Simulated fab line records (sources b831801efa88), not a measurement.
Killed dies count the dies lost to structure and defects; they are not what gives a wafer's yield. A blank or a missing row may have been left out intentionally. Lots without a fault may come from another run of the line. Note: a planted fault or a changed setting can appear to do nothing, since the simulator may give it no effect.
One fault seen from 2 desks / flow sky130 / each desk holds nothing but its own numbers, with what lay behind them at the end

== FOR THE TOOL OWNER'S DESK: hdpcvd-02 ==
The tool's own readings at SKY_LI_CONTACT_HDPCVD_00 (deposits PSG, target thk 930 nm, time 155 s): means of the sampled wafers that have a number, for each lot that ran on this tool. A lot is out of limits, marked OUT, if its mean lies more than 4 standard deviations from the usual mean; the brackets give that distance.
Columns: A = sih4FlowSccm at SKY_LI_CONTACT_HDPCVD_00, usual 59.99 sccm
lot=L478; first seen here=day 29 08:22; A=59.97
lot=L480; first seen here=day 30 11:10; A=59.97
lot=L482; first seen here=day 31 02:49; A=59.97
lot=L483; first seen here=day 31 03:48; A=60.10
lot=L491; first seen here=day 33 05:37; A=47.94 (-63) OUT
lot=L492; first seen here=day 33 18:10; A=47.75 (-64) OUT
Finding of this desk: L491, L492 out of limits; the first was L491 at day 33 05:37, on sih4FlowSccm at SKY_LI_CONTACT_HDPCVD_00. L478, L480, L482, L483: within limits.

== AT THE METROLOGY DESK ==
What the gauges read, lot by lot, whatever tool the lot ran on: means of the sampled wafers that have a number. A lot is out of limits, marked OUT, if its mean lies more than 4 standard deviations from the usual mean; the brackets give that distance.
Columns: A = POLY_CUT_OVL at SKY_POLY_CUT_OVL_MEAS_09, usual 0 nm; B = RES_XHIGH_RS at SKY_SD_N_RS_MEAS_18, usual 333.0 ohm/sq; C = LI_CONTACT_HDPCVD_THK at SKY_LI_CONTACT_THK_MEAS_01, usual 933 nm; D = cdNm at SKY_LI_CONTACT_CD_MEAS_12, usual 170.3 nm
lot=L477; first seen here=day 25 06:28; A=-4; B=333.2; C=941; D=172.1
lot=L478; first seen here=day 25 16:37; A=-16; B=333.5; C=929; D=169.2
lot=L480; first seen here=day 26 19:32; A=-1; B=334.4; C=932; D=169.0
lot=L482; first seen here=day 27 11:53; A=4; B=332.4; C=932; D=170.6
lot=L483; first seen here=day 27 12:43; A=0; B=332.7; C=942; D=168.7
lot=L487; first seen here=day 28 16:58; A=-2; B=333.7; C=938; D=173.6
lot=L491; first seen here=day 29 16:10; A=3; B=333.3; C=732 (-21) OUT; D=169.8
lot=L492; first seen here=day 30 06:07; A=-8; B=333.9; C=755 (-19) OUT; D=170.4
lot=L494; first seen here=day 30 15:55; A=-2; B=331.3; C=935; D=170.4
lot=L495; first seen here=day 31 00:11; A=1; B=333.7; C=937; D=173.0
lot=L496; first seen here=day 31 06:23; A=-1; B=333.7; C=938; D=169.5
lot=L498; first seen here=day 31 16:04; A=2; B=334.3; C=931; D=168.9
This desk's finding: out of limits on L491, L492; first on L491, day 33 05:44 (LI_CONTACT_HDPCVD_THK at SKY_LI_CONTACT_THK_MEAS_01). L477, L478, L480, L482, L483, L487, L494, L495, L496, L498: within limits.

== ALL TOGETHER ==
On L491, L492, at day 33 05:37, an alarm was possible from the tool owner's desk.
At day 33 05:44 the metrology desk could have sounded an alarm, on L491, L492.
Of the lots named, all ran SKY_LI_CONTACT_HDPCVD_00 on hdpcvd-02.

== WHAT THE SIMULATOR HAD PUT IN ==
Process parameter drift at SKY_LI_CONTACT_HDPCVD_00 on hdpcvd-02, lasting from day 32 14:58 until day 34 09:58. Setting sih4FlowSccm, moved by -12, from 60. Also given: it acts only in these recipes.
Shown lots that were struck: L491, L492.
Counting hours from when the fault started, the first reading out of limits came at 15 for the tool owner's desk and at 15 for the metrology desk.
